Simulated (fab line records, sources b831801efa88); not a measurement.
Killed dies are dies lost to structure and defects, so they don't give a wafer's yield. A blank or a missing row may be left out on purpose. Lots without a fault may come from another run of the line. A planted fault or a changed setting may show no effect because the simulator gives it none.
Chamber matching | flow sky130 | SKY_PASSIVATION_ETCH_11 on rie_diel-02: 4 sister chambers
The step etches the open film in CF4/O2, stops on AlCu, target depth 725 nm, time 161.1 s. 14 wafers are shown with their chamber, then 7 later ones without.

WAFERS WITH THEIR CHAMBER
wafer  | chamber | drypump_motor_current_A (A) | oes_product_au (a.u.) | throttle_valve_pct (%)
L075.2 | 0       | 6.04                        | 0.978                 | 5.972
L075.3 | 1       | 5.89                        | 0.962                 | 5.967
L075.6 | 1       | 5.90                        | 0.979                 | 5.985
L078.1 | 2       | 6.03                        | 0.993                 | 5.968
L078.2 | 3       | 5.98                        | 0.968                 | 5.969
L078.3 | 1       | 5.90                        | 0.976                 | 5.978
L079.1 | 3       | 5.99                        | 0.972                 | 5.965
L079.2 | 1       | 5.91                        | 0.970                 | 5.958
L079.6 | 3       | 5.99                        | 0.981                 | 5.968
L084.2 | 0       | 6.04                        | 0.977                 | 5.978
L084.5 | 1       | 5.91                        | 0.979                 | 5.953
L084.6 | 2       | 6.01                        | 0.976                 | 5.969
L087.1 | 1       | 5.90                        | 0.975                 | 5.958
L087.3 | 0       | 6.03                        | 0.978                 | 5.971

SIGNATURES (means of the wafers above)
reading                 | chamber 0 | chamber 1 | chamber 2 | chamber 3 | scatter within a chamber
drypump_motor_current_A | 6.0367    | 5.9017    | 6.0200    | 5.9867    | 0.00785
oes_product_au          | 0.97767   | 0.97350   | 0.98450   | 0.97367   | 0.00669
throttle_valve_pct      | 5.97367   | 5.96650   | 5.96850   | 5.96733   | 0.00916
Rule: a wafer's distance from a chamber is the root of the sum, over the readings, of the square of ((its reading less the chamber's mean) divided by the reading's scatter). The wafer belongs to the nearest chamber; if the next one is less than 2 further off, it can't be placed. The scatter: the root of (the sum of the squares of (reading less its chamber's mean) over the shown wafers, divided by (wafers less chambers)).

WAFERS WITHOUT THEIR CHAMBER
wafer  | drypump_motor_current_A (A) | oes_product_au (a.u.) | throttle_valve_pct (%)
L087.4 | 6.01                        | 0.994                 | 5.957
L089.1 | 6.08                        | 0.987                 | 5.941
L089.2 | 6.04                        | 0.983                 | 5.965
L089.5 | 6.07                        | 0.985                 | 5.973
L096.3 | 6.03                        | 0.970                 | 5.949
L096.4 | 6.05                        | 0.993                 | 5.979
L096.5 | 6.05                        | 0.983                 | 5.953

WHICH CHAMBER EACH WENT THROUGH
wafer  | from the rows above     | in truth
L087.4 | 2                       | 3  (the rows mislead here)
L089.1 | can't be placed: 0 or 2 | 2
L089.2 | can't be placed: 0 or 2 | 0
L089.5 | 0                       | 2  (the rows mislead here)
L096.3 | can't be placed: 0 or 2 | 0
L096.4 | can't be placed: 0 or 2 | 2
L096.5 | can't be placed: 0 or 2 | 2
Placed correctly: 0 of 7. Can't be placed from these rows: 5 (the true chamber is among the candidates in 5). Placed wrongly: 2.
